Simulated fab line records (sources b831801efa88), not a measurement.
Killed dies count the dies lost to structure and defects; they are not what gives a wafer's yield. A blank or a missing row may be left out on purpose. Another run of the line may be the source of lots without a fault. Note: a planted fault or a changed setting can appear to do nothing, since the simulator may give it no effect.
fab line records | flow sky130
[record] lots = 11 wafers = 33 last_day = 50
route steps=708 shown METAL4@632 VIA4@646 PAD_OPEN@708
lots that met no fault: taken from a fault-free run of the same line
start_h: hours from the record's opening day to when the first of the lot's shown wafers began | wait_h: how many hours have passed since the lot's step before this one | " same as the row above | L1.1+2: a row that stands for several wafers | - no value present, or no start provided | * or withheld: withheld | < > ~ a bound
route shown NAME@n: names a module that has steps shown in the file, with the first one's number in the route | usual: average and standard deviation across the fault-free wafers | same: alike in all rows | chamber/n: place in a boat | sites: readings site by site | _std_site: standard deviation of those values | _edge_site: mean of outer sites minus mean of inner sites | radius_mm: for every site, how far away it sits from the centre of the wafer | mask NAME#n: copy n | behind: the most recent tool/chamber to have shaped the wafer | hold: why the lot was held/for how many hours/how that ended | device: whichever transistor did not switch (one of n, p or np) | end of line: at the end of the route, the tests of the same wafers | for a step that has no rows: nothing shown but its recipe | killed: count of dies lost to structure and defects at first sort (not the wafer's yield) | map: a wafer's dies, x killed, . not, _ none there
set.NAME: the setting that was run; set.NAME@STEP: the one run at that earlier step | model.NAME: the simulator's own value behind a step, which no gauge read
the route's steps for a sample of lots (tables are steps, rows are wafers)
services: from which hour (start_h, from the record's first day; less than 0 if before it) a tool's chamber was out of use, for how many hours, and why
[[steps]]
[step SKY_METAL4_ETCH_16]
[recipe] chemistry = N2/H2 target = BARC ion_energy_ev = 200 bias_w = 100 pressure_mtorr = 30 n2_flow_sccm = 100 h2_flow_sccm = 200 icp_w = 500 stop_on = SiO2 time_s = 88.2 target_depth_a = 600
[usual] chamber_pressure_mTorr = 30.001/0.029 drypump_motor_current_A = 6.1/0.54 oes_product_au = 0.626/0.0043 throttle_valve_pct = 13.207/0.0094
// columns lot.wafer tool chamber start_h wait_h chamber_pressure_mTorr drypump_motor_current_A oes_product_au rf_hours_counter_h throttle_valve_pct
L926.2 rie_metal-03 0 992.18 0.0 29.983 6.4 0.621 6 13.206
L926.3 " 0 " " 30.019 6.4 0.625 - 13.206
L926.4 " 1 " " 30.018 6.6 0.625 - 13.222
L929.1 rie_metal-04 0 1024.16 0.0 30.015 5.7 0.629 18 13.188
L929.3 " 0 " " 30.004 5.8 0.628 - 13.221
L929.6 " 1 " " 29.994 6.5 0.626 - 13.207
L931.3 rie_metal-02 0 1025.06 0.0 29.994 5.0 0.624 - 13.208
L931.5 " 1 " " 29.975 5.9 0.635 - 13.196
L931.6 " 0 " " 29.953 5.0 0.628 - 13.208
L936.1 rie_metal-02 0 1069.73 0.0 29.976 5.0 0.624 14 13.204
L936.3 " 0 " " 30.009 5.0 0.628 - 13.211
L936.4 " 1 " " 30.004 5.9 0.628 - 13.192
L940.1 rie_metal-03 1 1092.71 0.0 30.038 6.6 0.625 22 13.206
L940.3 " 0 " " 30.062 6.4 0.622 - 13.211
L940.6 " 0 " " 29.986 6.4 0.628 - 13.210
L942.3 rie_metal-04 1 1097.44 0.0 29.992 6.5 0.622 - 13.187
L942.4 " 0 " " 29.994 5.7 0.625 - 13.195
L942.5 " 0 " " 29.969 5.7 0.622 - 13.195
L943.1 rie_metal-03 1 1101.18 0.0 30.016 6.6 0.626 23 13.202
L943.4 " 0 " " 30.020 6.4 0.621 - 13.215
L943.5 " 0 " " 30.061 6.4 0.632 - 13.185
L944.3 rie_metal-03 1 1109.64 0.0 29.955 6.6 0.625 - 13.226
L944.4 " 0 " " 30.007 6.4 0.630 - 13.194
L944.5 " 0 " " 29.937 6.4 0.627 - 13.204
L946.1 rie_metal-02 0 1116.86 0.0 29.977 5.0 0.627 18 13.192
L946.5 " 1 " " 30.004 5.9 0.627 - 13.197
L946.6 " 0 " " 29.943 5.0 0.631 - 13.212
L947.2 rie_metal-03 1 1123.61 0.0 29.986 6.7 0.624 25 13.191
L947.3 " 1 " " 29.976 6.7 0.625 - 13.200
L947.5 " 1 " " 30.027 6.6 0.621 - 13.212
L948.1 rie_metal-04 0 1126.03 0.0 30.017 5.7 0.621 26 13.228
L948.5 " 0 " " 29.957 5.7 0.628 - 13.199
L948.6 " 1 " " 29.990 6.4 0.626 - 13.207
[step SKY_METAL4_ETCH_17]
[recipe] target = SiO2 stop_on = TiN chemistry = C4F8/O2/Ar source_w = 1500 bias_w = 1200 pressure_mtorr = 40 c4f8_flow_sccm = withheld O2_flow_sccm = 6 Ar_flow_sccm = 300 time_s = 3.9 target_depth_a = 150
[usual] chamber_pressure_mTorr = 40.00/0.035 oes_product_au = 0.755/0.0074
// columns lot.wafer tool chamber start_h wait_h chamber_pressure_mTorr oes_product_au rf_hours_counter_h
L926.2 rie_diel-02 3 992.27 0.1 40.02 0.743 11
L926.3 " 0 " " 40.06 0.763 21
L926.4 " 0 " " 40.02 0.761 -
L929.1 rie_diel-02 0 1024.25 0.1 40.05 0.747 23
L929.3 " 1 " " 39.98 0.751 1
L929.6 " 1 " " 39.99 0.746 -
L931.3 rie_diel-02 3 1025.12 0.0 40.02 0.763 12
L931.5 " 3 " " 39.95 0.757 -
L931.6 " 2 " " 40.03 0.762 -
L936.1 rie_diel-04 0 1069.82 0.1 40.04 0.745 8
L936.3 " 3 " " 40.01 0.739 12
L936.4 " 0 " " 40.00 0.749 -
L940.1 rie_diel-01 1 1092.80 0.1 39.98 0.755 23
L940.3 " 2 " " 39.98 0.755 27
L940.6 " 2 " " 40.02 0.754 -
L942.3 rie_diel-01 3 1097.50 0.0 40.02 0.765 10
L942.4 " 1 " " 39.99 0.761 24
L942.5 " 0 " " 40.00 0.760 -
L943.1 rie_diel-02 3 1101.27 0.1 40.00 0.755 14
L943.4 " 1 " " 39.97 0.760 3
L943.5 " 3 " " 39.98 0.763 -
L944.3 rie_diel-01 2 1109.71 0.0 40.03 0.738 27
L944.4 " 1 " " 39.96 0.746 -
L944.5 " 2 " " 40.02 0.761 -
L946.1 rie_diel-01 2 1116.95 0.1 40.02 0.751 28
L946.5 " 3 " " 40.03 0.761 -
L946.6 " 2 " " 40.00 0.765 -
L947.2 rie_diel-02 0 1123.70 0.1 39.98 0.758 26
L947.3 " 1 " " 39.96 0.759 4
L947.5 " 0 " " 39.99 0.760 -
L948.1 rie_diel-01 2 1126.12 0.1 40.00 0.749 28
L948.5 " 1 " " 40.07 0.760 -
L948.6 " 3 " " 39.95 0.755 -
[step SKY_VIA4_SOFTBAKE_07]
[recipe] temp_c = 90 time_s = 60 resist = NOVOLAK
[usual] exhaust_pa = 45.1/0.93 plate_temp_C = 90.02/0.11 run_length_s = 89.01/0.13
// columns lot.wafer tool chamber start_h wait_h exhaust_pa plate_temp_C run_length_s
L926.2 litho_track-04 0 1005.69 0.1 45.6 90.03 88.86
L926.3 " 0 " " 44.4 90.00 88.88
L926.4 " 0 " " 46.0 90.01 89.06
L929.1 litho_track-02 0 1036.59 0.1 43.9 89.98 88.96
L929.3 " 0 " " 43.5 89.98 88.95
L929.6 " 0 " " 44.0 90.03 89.23
L931.3 litho_track-02 0 1038.14 0.1 46.9 89.99 88.96
L931.5 " 0 " " 46.1 89.93 89.20
L931.6 " 0 " " 46.6 89.94 88.98
L936.1 litho_track-01 0 1080.64 0.1 46.3 89.87 88.80
L936.3 " 0 " " 43.9 89.93 89.05
L936.4 " 0 " " 44.6 89.95 89.04
L940.1 litho_track-02 0 1104.29 0.1 45.2 90.03 89.14
L940.3 " 0 " " 44.7 90.17 89.11
L940.6 " 0 " " 45.4 90.07 88.99
L942.3 litho_track-02 0 1109.09 0.1 44.5 89.96 105.01
L942.4 " 0 " " 43.8 90.02 105.08
L942.5 " 0 " " 44.5 90.22 104.93
L943.1 litho_track-02 0 1113.19 0.1 43.8 89.95 104.90
L943.4 " 0 " " 43.8 89.96 104.97
L943.5 " 0 " " 45.2 89.86 104.93
L944.3 litho_track-01 0 1121.09 0.1 45.6 90.02 89.28
L944.4 " 0 " " 44.8 90.05 88.79
L944.5 " 0 " " 44.8 90.25 88.91
L946.1 litho_track-04 0 1127.87 0.1 45.2 90.03 89.31
L946.5 " 0 " " 44.7 90.12 89.10
L946.6 " 0 " " 43.9 90.05 88.93
L947.2 litho_track-04 0 1135.04 0.1 44.9 90.04 89.01
L947.3 " 0 " " 43.5 89.91 88.91
L947.5 " 0 " " 45.6 89.95 88.99
L948.1 litho_track-04 0 1137.37 0.1 45.5 90.08 88.96
L948.5 " 0 " " 45.4 90.01 88.94
L948.6 " 0 " " 44.4 90.02 89.32
[step SKY_VIA4_OVL_MEAS_11]
[usual] VIA4_OVL = -0.5/1.2
// columns lot.wafer tool chamber start_h wait_h VIA4_OVL[nm]
L926.2 overlay-01 - 1017.30 0.1 -1.4
L926.3 " - " " -1.6
L926.4 " - " " -2.4
L929.1 overlay-02 - 1048.14 0.1 -0.2
L929.3 " - " " 0.3
L929.6 " - " " 0.4
L931.3 overlay-01 - 1048.80 0.1 1.6
L931.5 " - " " 1.2
L931.6 " - " " -0.2
L936.1 overlay-01 - 1091.54 0.1 -0.6
L936.3 " - " " -1.0
L936.4 " - " " -0.5
L940.1 overlay-01 - 1114.87 0.1 -2.1
L940.3 " - " " -1.1
L940.6 " - " " -0.4
L942.3 overlay-01 - 1119.10 0.1 0.6
L942.4 " - " " 1.1
L942.5 " - " " 1.8
L943.1 overlay-01 - 1122.99 0.1 -2.0
L943.4 " - " " -1.7
L943.5 " - " " -1.4
L944.3 overlay-02 - 1130.88 0.1 1.8
L944.4 " - " " -0.9
L944.5 " - " " 0.0
L946.1 overlay-02 - 1137.82 0.1 0.4
L946.5 " - " " -0.6
L946.6 " - " " 0.9
L947.2 overlay-02 - 1144.35 0.1 0.0
L947.3 " - " " 0.4
L947.5 " - " " 2.0
L948.1 overlay-02 - 1146.77 0.1 -0.2
L948.5 " - " " -1.2
L948.6 " - " " -1.4
[step SKY_PAD_OPEN_PROBE_99]
[usual] defect_limited_yield = 82.6/2.2 killed_at_M0_to_M3 = 44/8.6 killed_at_M4_up = 3.4/1.9 killed_at_contacts = 23/5.7 killed_at_front_end = 15/4.5 killed_at_other = 0.4/0.62 killed_dies = 86/11 killed_open = 46/7.6 killed_short = 39/6.3 sort_bin_3_pad_short = 0.9/0.43 sort_bin_5_function = 10.2/1.7 sort_bin_6_memory = 6.3/1.2 sort_n_pass = 406/11 sort_yield_pct = 82.6/2.2
[same] gross_dies = 492 killed_at_back_side = 0 sort_bin_4_leakage[%] = 0 sort_bin_8_speed[%] = 0
// columns lot.wafer tool chamber start_h wait_h defect_limited_yield[%] killed_at_M0_to_M3 killed_at_M4_up killed_at_contacts killed_at_front_end killed_at_other killed_dies killed_open killed_short sort_bin_3_pad_short[%] sort_bin_5_function[%] sort_bin_6_memory[%] sort_n_pass sort_yield_pct[%]
L926.2 prober-01 - 1089.53 0.1 82.7 39 4 29 13 0 85 47 37 1.6 7.9 7.7 407 82.7
L926.3 prober-01 - 1089.58 0.2 82.3 46 2 20 19 0 87 49 38 0.4 9.3 7.9 405 82.3
L926.4 prober-01 - 1089.63 0.2 82.9 53 3 18 9 1 84 51 33 0.8 10.4 5.9 408 82.9
L929.1 prober-01 - 1116.98 0.1 84.6 45 5 7 19 0 76 34 42 0.6 8.1 6.7 416 84.6
L929.3 prober-01 - 1117.08 0.2 81.3 49 3 22 18 0 92 46 44 1.2 7.9 9.6 400 81.3
L929.6 prober-01 - 1117.23 0.2 80.7 50 3 25 17 0 95 47 48 1.2 12.4 5.7 397 80.7
L931.3 prober-02 - 1117.59 0.2 80.5 44 3 26 22 1 96 55 40 0.4 10.6 8.5 396 80.5
L931.5 prober-02 - 1117.69 0.2 78.9 54 3 24 23 0 104 61 43 0.8 13.0 7.3 388 78.9
L931.6 prober-02 - 1117.74 0.2 80.7 40 0 34 19 2 95 53 41 1.4 10.8 7.1 397 80.7
L936.1 prober-01 - 1155.74 0.1 81.1 42 5 31 13 2 93 43 48 0.6 11.6 6.7 399 81.1
L936.3 prober-01 - 1155.84 0.2 84.6 36 3 21 16 0 76 32 44 1.4 7.7 6.3 416 84.6
L936.4 prober-01 - 1155.89 0.2 80.9 48 1 27 17 1 94 58 35 1.4 11.2 6.5 398 80.9
L940.1 prober-01 - 1176.64 0.1 83.7 40 3 19 18 0 80 47 33 1.2 10.2 4.9 412 83.7
L940.3 prober-01 - 1176.74 0.2 84.1 36 5 19 18 0 78 35 43 0.6 9.3 5.9 414 84.1
L940.6 prober-01 - 1176.89 0.2 87.2 28 3 21 11 0 63 38 25 0.8 6.9 5.1 429 87.2
L942.3 prober-01 - 1180.24 0.2 81.1 54 5 27 7 0 93 49 44 0.2 12.8 5.9 399 81.1
L942.4 prober-01 - 1180.29 0.2 82.3 39 8 20 20 0 87 46 41 0.2 12.2 5.3 405 82.3
L942.5 prober-01 - 1180.34 0.2 82.9 50 2 23 9 0 84 47 37 0.8 9.3 6.9 408 82.9
L943.1 prober-02 - 1185.05 0.1 76.8 66 4 27 17 0 114 67 47 1.4 14.0 7.7 378 76.8
L943.4 prober-02 - 1185.20 0.2 81.9 38 2 28 21 0 89 49 40 0.6 10.6 6.9 403 81.9
L943.5 prober-02 - 1185.25 0.2 85.0 39 2 24 9 0 74 41 33 0.4 8.7 5.9 418 85.0
L944.3 prober-01 - 1189.44 0.2 85.6 41 5 17 8 0 71 33 37 0.8 9.6 4.1 421 85.6
L944.4 prober-01 - 1189.49 0.2 85.2 41 3 19 10 0 73 33 40 1.0 8.7 5.1 419 85.2
L944.5 prober-01 - 1189.54 0.2 85.0 39 3 21 11 0 74 43 31 1.2 7.9 5.9 418 85.0
L946.1 prober-01 - 1194.92 0.1 84.1 36 0 33 8 1 78 35 43 1.0 10.0 4.9 414 84.1
L946.5 prober-01 - 1195.12 0.2 86.6 37 2 18 9 0 66 28 38 0.6 7.3 5.5 426 86.6
L946.6 prober-01 - 1195.17 0.2 85.2 35 1 23 14 0 73 39 34 1.4 7.7 5.7 419 85.2
L947.2 prober-02 - 1200.84 0.1 81.9 56 0 17 16 0 89 45 44 1.0 10.8 6.3 403 81.9
L947.3 prober-02 - 1200.89 0.2 83.3 36 3 26 17 0 82 46 36 0.8 10.2 5.7 410 83.3
L947.5 prober-02 - 1200.99 0.2 84.3 35 2 28 12 0 77 43 32 1.4 9.1 5.1 415 84.3
L948.1 prober-01 - 1201.97 0.1 83.9 39 6 22 12 0 79 42 36 2.0 7.5 6.5 413 83.9
L948.5 prober-01 - 1202.17 0.2 79.1 47 3 30 22 1 103 57 46 1.0 13.4 6.5 389 79.1
L948.6 prober-01 - 1202.22 0.2 82.9 40 2 26 16 0 84 46 38 0.8 11.4 4.9 408 82.9
// killed by level:class
L926.2 CONTACT:geometric_particle:open=10 VIA1:geometric_particle:open=8 VIA2:geometric_particle:open=8 LI_CONTACT:geometric_particle:open=6 LOCAL_INTERCONNECT:geometric_particle:short=6 VIA3:geometric_particle:open=6 POLY_GATE:geometric_particle:open=5 CONTACT:geometric_particle:short=5
L926.3 VIA1:geometric_particle:open=12 VIA2:geometric_particle:open=10 CONTACT:geometric_particle:open=7 METAL1:geometric_particle:short=6 POLY_GATE:geometric_particle:short=5 POLY_GATE:geometric_particle:open=5 LI_CONTACT:geometric_particle:open=5 VIA3:geometric_particle:open=5
L926.4 VIA1:geometric_particle:open=13 VIA3:geometric_particle:open=13 CONTACT:geometric_particle:open=11 VIA2:geometric_particle:open=7 VIA3:geometric_particle:short=5 POLY_GATE:geometric_particle:short=3 CONTACT:geometric_particle:short=3 METAL1:geometric_particle:short=3
L929.1 VIA1:geometric_particle:short=10 VIA1:geometric_particle:open=8 METAL2:geometric_particle:short=7 POLY_GATE:geometric_particle:short=5 METAL1:geometric_particle:short=5 VIA3:geometric_particle:open=5 FIELD_ISO:geometric_particle:open=4 POLY_GATE:geometric_particle:open=4
L929.3 VIA1:geometric_particle:open=14 LOCAL_INTERCONNECT:geometric_particle:short=6 METAL2:geometric_particle:short=6 VIA3:geometric_particle:open=6 LI_CONTACT:geometric_particle:open=5 CONTACT:geometric_particle:open=5 VIA2:geometric_particle:open=5 FIELD_ISO:geometric_particle:short=4
L929.6 VIA1:geometric_particle:open=14 LOCAL_INTERCONNECT:geometric_particle:short=8 METAL3:geometric_particle:short=7 VIA1:geometric_particle:short=6 VIA3:geometric_particle:open=6 POLY_GATE:geometric_particle:open=5 POLY_GATE:geometric_particle:short=5 LI_CONTACT:geometric_particle:open=5
L931.3 VIA1:geometric_particle:open=13 CONTACT:geometric_particle:open=12 FIELD_ISO:geometric_particle:short=7 FIELD_ISO:geometric_particle:open=6 CONTACT:geometric_particle:short=6 VIA2:geometric_particle:open=6 METAL2:geometric_particle:short=5 VIA3:geometric_particle:open=5
L931.5 CONTACT:geometric_particle:open=12 VIA1:geometric_particle:open=11 VIA2:geometric_particle:open=11 FIELD_ISO:geometric_particle:open=7 LI_CONTACT:geometric_particle:open=7 METAL1:geometric_particle:short=7 VIA1:geometric_particle:short=5 METAL2:geometric_particle:short=5
L931.6 CONTACT:geometric_particle:open=16 LI_CONTACT:geometric_particle:open=9 POLY_GATE:geometric_particle:short=8 VIA1:geometric_particle:open=7 METAL2:geometric_particle:short=7 VIA3:geometric_particle:open=7 VIA2:geometric_particle:open=7 FIELD_ISO:geometric_particle:short=6
L936.1 CONTACT:geometric_particle:open=10 LI_CONTACT:geometric_particle:open=8 LOCAL_INTERCONNECT:geometric_particle:short=8 METAL2:geometric_particle:short=8 VIA1:geometric_particle:open=7 FIELD_ISO:geometric_particle:short=5 VIA1:geometric_particle:short=5 VIA3:geometric_particle:open=5
L936.3 VIA1:geometric_particle:open=6 CONTACT:geometric_particle:open=6 FIELD_ISO:geometric_particle:short=5 POLY_GATE:geometric_particle:short=5 CONTACT:geometric_particle:short=5 METAL1:geometric_particle:short=5 VIA2:geometric_particle:open=5 FIELD_ISO:geometric_particle:open=4
L936.4 VIA1:geometric_particle:open=12 CONTACT:geometric_particle:open=12 VIA2:geometric_particle:open=8 VIA3:geometric_particle:open=8 FIELD_ISO:geometric_particle:open=6 LOCAL_INTERCONNECT:geometric_particle:short=6 LI_CONTACT:geometric_particle:open=5 METAL2:geometric_particle:short=5
L940.1 CONTACT:geometric_particle:open=10 VIA1:geometric_particle:open=10 VIA3:geometric_particle:open=7 METAL1:geometric_particle:short=6 POLY_GATE:geometric_particle:open=5 FIELD_ISO:geometric_particle:open=4 LI_CONTACT:geometric_particle:open=4 CONTACT:geometric_particle:short=4
L940.3 VIA1:geometric_particle:open=11 METAL1:geometric_particle:short=8 CONTACT:geometric_particle:open=6 METAL2:geometric_particle:short=6 FIELD_ISO:geometric_particle:open=5 POLY_GATE:geometric_particle:short=4 LI_CONTACT:geometric_particle:short=4 LOCAL_INTERCONNECT:geometric_particle:short=4
L940.6 CONTACT:geometric_particle:open=7 VIA1:geometric_particle:open=6 LI_CONTACT:geometric_particle:open=5 CONTACT:geometric_particle:short=4 VIA2:geometric_particle:open=4 VIA3:geometric_particle:short=4 POLY_GATE:geometric_particle:open=3 LOCAL_INTERCONNECT:geometric_particle:short=3
L942.3 VIA1:geometric_particle:open=14 VIA3:geometric_particle:open=11 LI_CONTACT:geometric_particle:open=8 CONTACT:geometric_particle:open=8 METAL1:geometric_particle:short=6 LOCAL_INTERCONNECT:geometric_particle:short=5 VIA2:geometric_particle:open=5 VIA3:geometric_particle:short=5
L942.4 VIA1:geometric_particle:open=8 VIA3:geometric_particle:open=6 FIELD_ISO:geometric_particle:short=5 CONTACT:geometric_particle:open=5 POLY_GATE:geometric_particle:open=4 LI_CONTACT:geometric_particle:open=4 METAL1:geometric_particle:short=4 VIA2:geometric_particle:open=4
L942.5 VIA2:geometric_particle:open=10 CONTACT:geometric_particle:open=9 VIA1:geometric_particle:open=9 LI_CONTACT:geometric_particle:open=6 METAL1:geometric_particle:short=6 METAL2:geometric_particle:short=6 CONTACT:geometric_particle:short=5 VIA1:geometric_particle:short=4
L943.1 VIA1:geometric_particle:open=16 CONTACT:geometric_particle:open=13 METAL2:geometric_particle:short=11 VIA3:geometric_particle:open=11 POLY_GATE:geometric_particle:short=7 VIA2:geometric_particle:open=7 LI_CONTACT:geometric_particle:open=6 VIA1:geometric_particle:short=5
L943.4 VIA3:geometric_particle:open=9 FIELD_ISO:geometric_particle:open=8 CONTACT:geometric_particle:short=8 VIA1:geometric_particle:open=8 LI_CONTACT:geometric_particle:open=7 CONTACT:geometric_particle:open=5 VIA2:geometric_particle:open=5 FIELD_ISO:geometric_particle:short=4
L943.5 VIA1:geometric_particle:open=11 LI_CONTACT:geometric_particle:open=8 CONTACT:geometric_particle:open=7 METAL2:geometric_particle:short=6 VIA2:geometric_particle:open=4 VIA3:geometric_particle:short=4 LOCAL_INTERCONNECT:geometric_particle:short=3 CONTACT:geometric_particle:short=3
L944.3 VIA1:geometric_particle:short=10 VIA1:geometric_particle:open=10 CONTACT:geometric_particle:short=6 CONTACT:geometric_particle:open=5 VIA3:geometric_particle:open=4 METAL1:geometric_particle:short=4 METAL4:geometric_particle:short=4 POLY_GATE:geometric_particle:open=3
L944.4 CONTACT:geometric_particle:open=7 VIA1:geometric_particle:open=7 METAL3:geometric_particle:short=7 POLY_GATE:geometric_particle:short=5 CONTACT:geometric_particle:short=5 VIA2:geometric_particle:open=5 VIA3:geometric_particle:open=4 METAL1:geometric_particle:short=4
L944.5 VIA1:geometric_particle:open=9 VIA2:geometric_particle:open=8 FIELD_ISO:geometric_particle:open=6 CONTACT:geometric_particle:open=6 LI_CONTACT:geometric_particle:open=5 METAL2:geometric_particle:short=5 VIA3:geometric_particle:open=4 CONTACT:geometric_particle:short=4
L946.1 LI_CONTACT:geometric_particle:open=9 CONTACT:geometric_particle:open=9 METAL1:geometric_particle:short=7 LOCAL_INTERCONNECT:geometric_particle:short=6 LI_CONTACT:geometric_particle:short=6 METAL2:geometric_particle:short=6 VIA3:geometric_particle:short=4 VIA1:geometric_particle:open=3
L946.5 VIA2:geometric_particle:open=8 FIELD_ISO:geometric_particle:short=6 VIA1:geometric_particle:open=6 LI_CONTACT:geometric_particle:open=5 CONTACT:geometric_particle:short=5 LOCAL_INTERCONNECT:geometric_particle:short=4 METAL1:geometric_particle:short=4 VIA1:geometric_particle:short=4
L946.6 CONTACT:geometric_particle:open=11 VIA2:geometric_particle:open=7 LI_CONTACT:geometric_particle:open=6 VIA1:geometric_particle:open=6 METAL1:geometric_particle:short=5 METAL3:geometric_particle:short=4 LOCAL_INTERCONNECT:geometric_particle:short=4 VIA3:geometric_particle:open=4
L947.2 VIA1:geometric_particle:open=16 VIA1:geometric_particle:short=11 VIA3:geometric_particle:open=6 CONTACT:geometric_particle:open=6 METAL2:geometric_particle:short=5 METAL3:geometric_particle:short=5 VIA3:geometric_particle:short=5 FIELD_ISO:geometric_particle:short=4
L947.3 CONTACT:geometric_particle:open=14 VIA1:geometric_particle:open=9 VIA2:geometric_particle:open=7 FIELD_ISO:geometric_particle:short=5 FIELD_ISO:geometric_particle:open=5 LI_CONTACT:geometric_particle:short=4 LOCAL_INTERCONNECT:geometric_particle:short=4 METAL2:geometric_particle:short=4
L947.5 CONTACT:geometric_particle:open=12 LI_CONTACT:geometric_particle:open=9 VIA1:geometric_particle:open=7 POLY_GATE:geometric_particle:short=5 FIELD_ISO:geometric_particle:short=4 VIA3:geometric_particle:open=4 LI_CONTACT:geometric_particle:short=4 METAL1:geometric_particle:short=4
L948.1 VIA1:geometric_particle:open=11 LI_CONTACT:geometric_particle:open=8 CONTACT:geometric_particle:open=6 METAL4:geometric_particle:short=5 VIA3:geometric_particle:open=5 VIA1:geometric_particle:short=4 METAL2:geometric_particle:short=4 VIA2:geometric_particle:open=4
L948.5 VIA1:geometric_particle:open=14 CONTACT:geometric_particle:open=11 LI_CONTACT:geometric_particle:open=10 FIELD_ISO:geometric_particle:short=7 METAL1:geometric_particle:short=7 METAL2:geometric_particle:short=7 POLY_GATE:geometric_particle:short=5 FIELD_ISO:geometric_particle:open=4
L948.6 VIA1:geometric_particle:open=15 LI_CONTACT:geometric_particle:open=6 CONTACT:geometric_particle:short=6 POLY_GATE:geometric_particle:short=5 LOCAL_INTERCONNECT:geometric_particle:short=5 METAL1:geometric_particle:short=5 VIA3:geometric_particle:open=5 FIELD_ISO:geometric_particle:short=4
[[services]]
// columns tool chamber start_h hours kind
rie_diel-02 1 969.21 - clean
rie_diel-02 1 969.21 - consumable_replace:showerhead
rie_diel-04 - 980.70 9.6 repair
rie_diel-04 1 982.67 11.7 repair
rie_metal-04 1 984.58 26.9 repair
rie_metal-04 - 990.50 0.8 repair
rie_diel-01 1 991.42 3.8 repair
rie_metal-03 0 995.36 2.0 repair
rie_diel-04 3 997.10 5.6 repair
rie_diel-01 3 1000.42 3.1 repair
rie_diel-02 2 1002.03 5.4 repair
rie_diel-04 3 1030.97 15.0 repair
rie_metal-03 0 1042.10 13.6 repair
rie_diel-02 - 1053.78 0.5 repair
rie_diel-04 - 1058.51 0.6 repair
rie_diel-04 1 1065.59 4.5 repair
rie_diel-01 - 1074.77 5.0 repair
rie_metal-02 - 1093.00 2.8 pm
rie_diel-01 0 1097.65 35.4 repair
rie_diel-04 3 1099.30 3.9 repair
rie_metal-02 - 1101.26 2.1 repair
rie_diel-01 1 1113.07 4.9 repair
rie_diel-02 - 1137.32 0.9 repair
rie_diel-01 - 1137.46 2.8 pm
[[key]]
[first_sign] step = SKY_VIA4_SOFTBAKE_07 reading = run_length_s direction = up sigmas = 99+ usual = * struck = *
effect none on later readings
met_at SKY_VIA4_SOFTBAKE_07
struck_lots L942,L943
not_acting_at SKY_METAL4_ETCH_16,SKY_METAL4_ETCH_17,SKY_VIA4_OVL_MEAS_11
onset_between 1104.29 1109.09
[fault] kind = process_parameter_drift tool = litho_track-02 chamber = - onset_h = 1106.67 steps = SKY_VIA4_SOFTBAKE_07 channel = time_s offset = * shape = step end_h = 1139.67 acts_in = * stated = *
